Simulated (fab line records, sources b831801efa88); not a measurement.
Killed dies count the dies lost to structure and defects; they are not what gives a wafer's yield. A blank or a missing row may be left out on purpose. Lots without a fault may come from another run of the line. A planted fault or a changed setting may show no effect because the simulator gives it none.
Which tool did it? || flow sky130 || Sampling: 12 lots, 36 wafers, 5 of 708 route steps

== WHAT EACH GAUGE READ, for each wafer ==
SKY_LDD_HVP_TW_MEAS_10. Usual: LDD_HVP_TW typically reads 453.8, with standard deviation 2.2.
{"lot": "L793", "measured": "day 20 23:50", "on": "filmMetro-01", "LDD_HVP_TW": "453.6 454.2 453.8", "flag": ""}
{"lot": "L794", "measured": "day 21 07:02", "on": "filmMetro-01", "LDD_HVP_TW": "457.9 455.7 454.0", "flag": ""}
{"lot": "L796", "measured": "day 23 03:46", "on": "filmMetro-02", "LDD_HVP_TW": "454.3 454.5 454.5", "flag": ""}
{"lot": "L801", "measured": "day 25 08:39", "on": "filmMetro-01", "LDD_HVP_TW": "450.7 452.3 455.2", "flag": ""}
{"lot": "L800", "measured": "day 25 11:29", "on": "filmMetro-01", "LDD_HVP_TW": "451.4 450.4 453.2", "flag": ""}
{"lot": "L804", "measured": "day 25 14:04", "on": "filmMetro-04", "LDD_HVP_TW": "456.6 459.0 456.9", "flag": ""}
{"lot": "L809", "measured": "day 27 20:19", "on": "filmMetro-02", "LDD_HVP_TW": "451.7 450.3 451.0", "flag": ""}
{"lot": "L807", "measured": "day 27 23:35", "on": "filmMetro-01", "LDD_HVP_TW": "452.4 453.9 454.6", "flag": ""}
{"lot": "L810", "measured": "day 28 13:38", "on": "filmMetro-02", "LDD_HVP_TW": "453.3 452.3 451.9", "flag": ""}
{"lot": "L813", "measured": "day 28 20:38", "on": "filmMetro-01", "LDD_HVP_TW": "452.9 453.9 454.3", "flag": ""}
{"lot": "L815", "measured": "day 29 10:17", "on": "filmMetro-04", "LDD_HVP_TW": "455.3 457.2 456.4", "flag": ""}
{"lot": "L816", "measured": "day 29 14:44", "on": "filmMetro-01", "LDD_HVP_TW": "452.1 450.5 452.1", "flag": ""}

SKY_SD_N_CD_MEAS_07: the cd target is 380 nm. Usual: cdNm reads 380.3 nm (standard deviation 2.7).
{"lot": "L793", "measured": "day 27 08:38", "on": "cdSem-02", "cdNm (nm)": "382.3 381.7 381.2", "flag": ""}
{"lot": "L794", "measured": "day 27 12:01", "on": "cdSem-02", "cdNm (nm)": "379.9 379.9 378.4", "flag": ""}
{"lot": "L796", "measured": "day 29 07:09", "on": "cdSem-01", "cdNm (nm)": "378.4 378.9 380.1", "flag": ""}
{"lot": "L801", "measured": "day 31 08:25", "on": "cdSem-01", "cdNm (nm)": "377.9 378.3 377.6", "flag": ""}
{"lot": "L800", "measured": "day 31 09:32", "on": "cdSem-01", "cdNm (nm)": "382.3 379.7 381.5", "flag": ""}
{"lot": "L804", "measured": "day 31 14:00", "on": "cdSem-01", "cdNm (nm)": "382.4 381.4 382.9", "flag": ""}
{"lot": "L809", "measured": "day 33 17:38", "on": "cdSem-01", "cdNm (nm)": "377.4 378.9 380.6", "flag": ""}
{"lot": "L807", "measured": "day 33 20:01", "on": "cdSem-01", "cdNm (nm)": "422.7 426.1 423.1", "flag": "OFF"}
{"lot": "L810", "measured": "day 34 08:23", "on": "cdSem-01", "cdNm (nm)": "419.5 419.0 419.5", "flag": "OFF"}
{"lot": "L813", "measured": "day 34 17:43", "on": "cdSem-02", "cdNm (nm)": "382.9 382.7 383.4", "flag": ""}
{"lot": "L815", "measured": "day 35 02:49", "on": "cdSem-01", "cdNm (nm)": "376.0 377.9 377.9", "flag": ""}
{"lot": "L816", "measured": "day 35 10:37", "on": "cdSem-02", "cdNm (nm)": "375.2 378.6 379.0", "flag": ""}

SKY_SD_N_TW_MEAS_12. Usual: SD_N_TW typically reads 3973, with standard deviation 29.
{"lot": "L793", "measured": "day 27 09:11", "on": "filmMetro-03", "SD_N_TW": "3985 3982 3973", "flag": ""}
{"lot": "L794", "measured": "day 27 12:34", "on": "filmMetro-02", "SD_N_TW": "3976 3952 3934", "flag": ""}
{"lot": "L796", "measured": "day 29 07:41", "on": "filmMetro-01", "SD_N_TW": "3944 3948 3940", "flag": ""}
{"lot": "L801", "measured": "day 31 08:58", "on": "filmMetro-01", "SD_N_TW": "3963 3971 3948", "flag": ""}
{"lot": "L800", "measured": "day 31 10:04", "on": "filmMetro-03", "SD_N_TW": "3998 3997 4016", "flag": ""}
{"lot": "L804", "measured": "day 31 14:32", "on": "filmMetro-02", "SD_N_TW": "3970 3976 3983", "flag": ""}
{"lot": "L809", "measured": "day 33 18:11", "on": "filmMetro-01", "SD_N_TW": "3954 3953 3943", "flag": ""}
{"lot": "L807", "measured": "day 33 20:34", "on": "filmMetro-01", "SD_N_TW": "3952 3967 3977", "flag": ""}
{"lot": "L810", "measured": "day 34 08:56", "on": "filmMetro-02", "SD_N_TW": "3966 3968 3934", "flag": ""}
{"lot": "L813", "measured": "day 34 18:16", "on": "filmMetro-01", "SD_N_TW": "3989 4000 3996", "flag": ""}
{"lot": "L815", "measured": "day 35 03:22", "on": "filmMetro-03", "SD_N_TW": "4010 4010 4021", "flag": ""}
{"lot": "L816", "measured": "day 35 11:10", "on": "filmMetro-03", "SD_N_TW": "3991 4009 4015", "flag": ""}

== EACH LOT AND THE TOOL THAT RAN IT (in order: tool; ch and the chambers of the sampled wafers; start) ==
{"lot": "L793", "SKY_SD_N_COAT_02": "lithoTrack-02 ch 0, day 26 18:08", "SKY_SD_N_STRIP_11": "plasmaAsher-03 ch 0,1, day 27 09:05"}
{"lot": "L794", "SKY_SD_N_COAT_02": "lithoTrack-02 ch 0, day 26 21:22", "SKY_SD_N_STRIP_11": "plasmaAsher-03 ch 1, day 27 12:27"}
{"lot": "L796", "SKY_SD_N_COAT_02": "lithoTrack-01 ch 0, day 28 17:35", "SKY_SD_N_STRIP_11": "plasmaAsher-02 ch 0,1, day 29 07:35"}
{"lot": "L801", "SKY_SD_N_COAT_02": "lithoTrack-03 ch 0, day 30 18:13", "SKY_SD_N_STRIP_11": "plasmaAsher-02 ch 0,1, day 31 08:51"}
{"lot": "L800", "SKY_SD_N_COAT_02": "lithoTrack-02 ch 0, day 30 19:34", "SKY_SD_N_STRIP_11": "plasmaAsher-03 ch 0,1, day 31 09:58"}
{"lot": "L804", "SKY_SD_N_COAT_02": "lithoTrack-01 ch 0, day 31 00:35", "SKY_SD_N_STRIP_11": "plasmaAsher-03 ch 0,1, day 31 14:26"}
{"lot": "L809", "SKY_SD_N_COAT_02": "lithoTrack-03 ch 0, day 33 03:44", "SKY_SD_N_STRIP_11": "plasmaAsher-02 ch 0,1, day 33 18:05"}
{"lot": "L807", "SKY_SD_N_COAT_02": "lithoTrack-01 ch 0, day 33 06:20", "SKY_SD_N_STRIP_11": "plasmaAsher-01 ch 0,1, day 33 20:27"}
{"lot": "L810", "SKY_SD_N_COAT_02": "lithoTrack-01 ch 0, day 33 18:52", "SKY_SD_N_STRIP_11": "plasmaAsher-02 ch 0,1, day 34 08:50"}
{"lot": "L813", "SKY_SD_N_COAT_02": "lithoTrack-03 ch 0, day 34 03:32", "SKY_SD_N_STRIP_11": "plasmaAsher-01 ch 0,1, day 34 18:10"}
{"lot": "L815", "SKY_SD_N_COAT_02": "lithoTrack-02 ch 0, day 34 13:37", "SKY_SD_N_STRIP_11": "plasmaAsher-02 ch 1, day 35 03:15"}
{"lot": "L816", "SKY_SD_N_COAT_02": "lithoTrack-03 ch 0, day 34 21:50", "SKY_SD_N_STRIP_11": "plasmaAsher-03 ch 0,1, day 35 11:04"}
- SKY_SD_N_COAT_02: resist thk 1140 nm.
- SKY_SD_N_STRIP_11: strips in O2/N2.

== AS READ BY THE TOOLS THEMSELVES (means over the sampled wafers that have a number; for cases with no such wafer, the mark the record gives instead) ==
SKY_SD_N_COAT_02. Usual: dispensePressureKPa reads 50 kPa (standard deviation 4.1).
{"lot": "L793", "tool": "lithoTrack-02", "dispensePressureKPa (kPa)": 51, "flag": ""}
{"lot": "L794", "tool": "lithoTrack-02", "dispensePressureKPa (kPa)": 51, "flag": ""}
{"lot": "L796", "tool": "lithoTrack-01", "dispensePressureKPa (kPa)": 46, "flag": ""}
{"lot": "L801", "tool": "lithoTrack-03", "dispensePressureKPa (kPa)": 56, "flag": ""}
{"lot": "L800", "tool": "lithoTrack-02", "dispensePressureKPa (kPa)": 51, "flag": ""}
{"lot": "L804", "tool": "lithoTrack-01", "dispensePressureKPa (kPa)": 45, "flag": ""}
{"lot": "L809", "tool": "lithoTrack-03", "dispensePressureKPa (kPa)": 56, "flag": ""}
{"lot": "L807", "tool": "lithoTrack-01", "dispensePressureKPa (kPa)": 45, "flag": ""}
{"lot": "L810", "tool": "lithoTrack-01", "dispensePressureKPa (kPa)": 46, "flag": ""}
{"lot": "L813", "tool": "lithoTrack-03", "dispensePressureKPa (kPa)": 56, "flag": ""}
{"lot": "L815", "tool": "lithoTrack-02", "dispensePressureKPa (kPa)": 51, "flag": ""}
{"lot": "L816", "tool": "lithoTrack-03", "dispensePressureKPa (kPa)": 56, "flag": ""}

SKY_SD_N_STRIP_11. Usual: drypumpMotorCurrentA 5.7 A, standard deviation 0.55; oesProductAu 0.527 a.u., standard deviation 0.0044; stripTimeToEndpointS 22.52 s, standard deviation 0.042.
{"lot": "L793", "tool": "plasmaAsher-03", "drypumpMotorCurrentA (A)": 6.0, "oesProductAu (a.u.)": 0.527, "stripTimeToEndpointS (s)": 22.51, "flag": ""}
{"lot": "L794", "tool": "plasmaAsher-03", "drypumpMotorCurrentA (A)": 6.2, "oesProductAu (a.u.)": 0.527, "stripTimeToEndpointS (s)": 22.61, "flag": ""}
{"lot": "L796", "tool": "plasmaAsher-02", "drypumpMotorCurrentA (A)": 5.2, "oesProductAu (a.u.)": 0.531, "stripTimeToEndpointS (s)": 22.47, "flag": ""}
{"lot": "L801", "tool": "plasmaAsher-02", "drypumpMotorCurrentA (A)": 5.2, "oesProductAu (a.u.)": 0.529, "stripTimeToEndpointS (s)": 22.51, "flag": ""}
{"lot": "L800", "tool": "plasmaAsher-03", "drypumpMotorCurrentA (A)": 6.1, "oesProductAu (a.u.)": 0.530, "stripTimeToEndpointS (s)": 22.53, "flag": ""}
{"lot": "L804", "tool": "plasmaAsher-03", "drypumpMotorCurrentA (A)": 5.9, "oesProductAu (a.u.)": 0.527, "stripTimeToEndpointS (s)": 22.51, "flag": ""}
{"lot": "L809", "tool": "plasmaAsher-02", "drypumpMotorCurrentA (A)": 5.6, "oesProductAu (a.u.)": 0.526, "stripTimeToEndpointS (s)": 22.52, "flag": ""}
{"lot": "L807", "tool": "plasmaAsher-01", "drypumpMotorCurrentA (A)": 5.3, "oesProductAu (a.u.)": 0.485, "stripTimeToEndpointS (s)": 18.64, "flag": "OFF"}
{"lot": "L810", "tool": "plasmaAsher-02", "drypumpMotorCurrentA (A)": 5.7, "oesProductAu (a.u.)": 0.486, "stripTimeToEndpointS (s)": 18.62, "flag": "OFF"}
{"lot": "L813", "tool": "plasmaAsher-01", "drypumpMotorCurrentA (A)": 5.4, "oesProductAu (a.u.)": 0.529, "stripTimeToEndpointS (s)": 22.55, "flag": ""}
{"lot": "L815", "tool": "plasmaAsher-02", "drypumpMotorCurrentA (A)": 4.8, "oesProductAu (a.u.)": 0.526, "stripTimeToEndpointS (s)": 22.54, "flag": ""}
{"lot": "L816", "tool": "plasmaAsher-03", "drypumpMotorCurrentA (A)": 5.9, "oesProductAu (a.u.)": 0.529, "stripTimeToEndpointS (s)": 22.53, "flag": ""}

== THE ANSWER, worked out from the rows above alone ==
Rule: a lot is off if the mean of its wafers that have a number lies more than 3 standard deviations from the usual mean. Also off: a lot with no number at a reading for which 4 or more lots have one. All remaining lots with rows at the step are treated as sound. First the gauges in route order, then the tools' own readings, where a lot's mean is used as printed above. At the first step where some lot is off, the reading lying furthest off is the one used; lots without a number count as furthest.
Off, at SKY_SD_N_CD_MEAS_07 on cdNm: L807, L810.
A tool fits if, at a process step before that reading, it ran every lot that is off, and no sound lot after the first of them. The gauges at SKY_SD_N_CD_MEAS_07 aren't tried: what is off there is off at SKY_SD_N_STRIP_11 too, on other tools, and a gauge's error can't cause that. One fits: lithoTrack-01 at SKY_SD_N_COAT_02. Its last sound lot is L804 (day 31 00:35), its first lot that is off L807 (day 33 06:20): a fault that began between those two fits.

== WHAT THE SIMULATOR PUT IN ==
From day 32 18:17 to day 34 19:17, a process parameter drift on lithoTrack-01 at SKY_SD_N_COAT_02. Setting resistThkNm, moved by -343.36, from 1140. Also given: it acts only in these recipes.
Shown lots that were struck: L807, L810. Same finding as the rule above.
